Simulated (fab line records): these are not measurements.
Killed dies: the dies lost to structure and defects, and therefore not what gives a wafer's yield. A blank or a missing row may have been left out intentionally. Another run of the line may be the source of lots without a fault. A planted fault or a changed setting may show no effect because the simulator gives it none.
2 desks looking at one fault | flow gf180mcu | each desk holds nothing but its own numbers, with what lay behind them at the end

== FROM THE METROLOGY DESK ==
What the gauges read for every lot (on any tool): the sampled wafers with a number, averaged. A lot is out of limits, marked OUT, if its mean lies more than 4 standard deviations from the usual mean; the brackets give that distance.
Columns: A = M3_OVL at GF_M3_OVL_MEAS_15, usual -4 nm; B = V3_OVL at GF_V3_OVL_MEAS_15, usual -2 nm
lot  | first seen here | A   | B
L479 | day 21 04:13    | -4  | 0
L480 | day 21 18:34    | -5  | 1
L483 | day 22 17:49    | -2  | -2
L484 | day 23 07:19    | -1  | 3
L485 | day 23 14:37    | -1  | 3
L486 | day 24 02:43    | -5  | 6
L488 | day 24 21:04    | -5  | -4
L491 | day 25 15:30    | -2  | -6
L494 | day 26 12:54    | -4  | -3
L495 | day 26 19:25    | 1   | 1
L496 | day 27 04:33    | -2  | 2
L498 | day 27 20:23    | -3  | 3
L499 | day 28 02:37    | -6  | -5
L500 | day 28 09:49    | -11 | -8
L502 | day 28 18:03    | -14 | -5
This desk found nothing out of limits on any of the 15 lots.

== TOOL OWNER'S DESK, implanter-01 ==
The tool's own readings at GF_DNWELL_IMPLANT_07, given as means over the sampled wafers that have a number, one for each lot that went through this tool. A lot is out of limits, marked OUT, if its mean lies more than 4 standard deviations from the usual mean; the brackets give that distance.
Columns: A = beam energy keV at GF_DNWELL_IMPLANT_07, usual 1499.9
lot  | first seen here | A
L479 | day 2 18:08     | 1499.4
L483 | day 3 15:50     | 1500.5
L484 | day 3 21:47     | 1499.5
L485 | day 4 03:31     | 1499.6
L494 | day 6 02:08     | 1575.6 (+99 or more) OUT
L495 | day 6 05:54     | 1575.3 (+99 or more) OUT
L496 | day 6 13:41     | 1576.1 (+99 or more) OUT
Finding of this desk: L494, L495, L496 out of limits; the first was L494 at day 6 02:08, on beam energy keV at GF_DNWELL_IMPLANT_07. L479, L483, L484, L485: within limits.

== PUT TOGETHER ==
The tool owner's desk had the chance to raise an alarm at day 6 02:08 on L494, L495, L496.
At the metrology desk, nothing out of limits was observed.
The metrology desk holds a record of L494, L495, L496, inside its limits.
All the named lots went through GF_DNWELL_IMPLANT_07 on implanter-01.

== WHAT THE SIMULATOR HAD PUT IN ==
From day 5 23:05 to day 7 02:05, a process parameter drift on implanter-01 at GF_DNWELL_IMPLANT_07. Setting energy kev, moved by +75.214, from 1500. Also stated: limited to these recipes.
Lots struck among those shown: L494, L495, L496.
Time in hours from fault onset to the first out-of-limits reading at each desk: the tool owner's desk, 3.
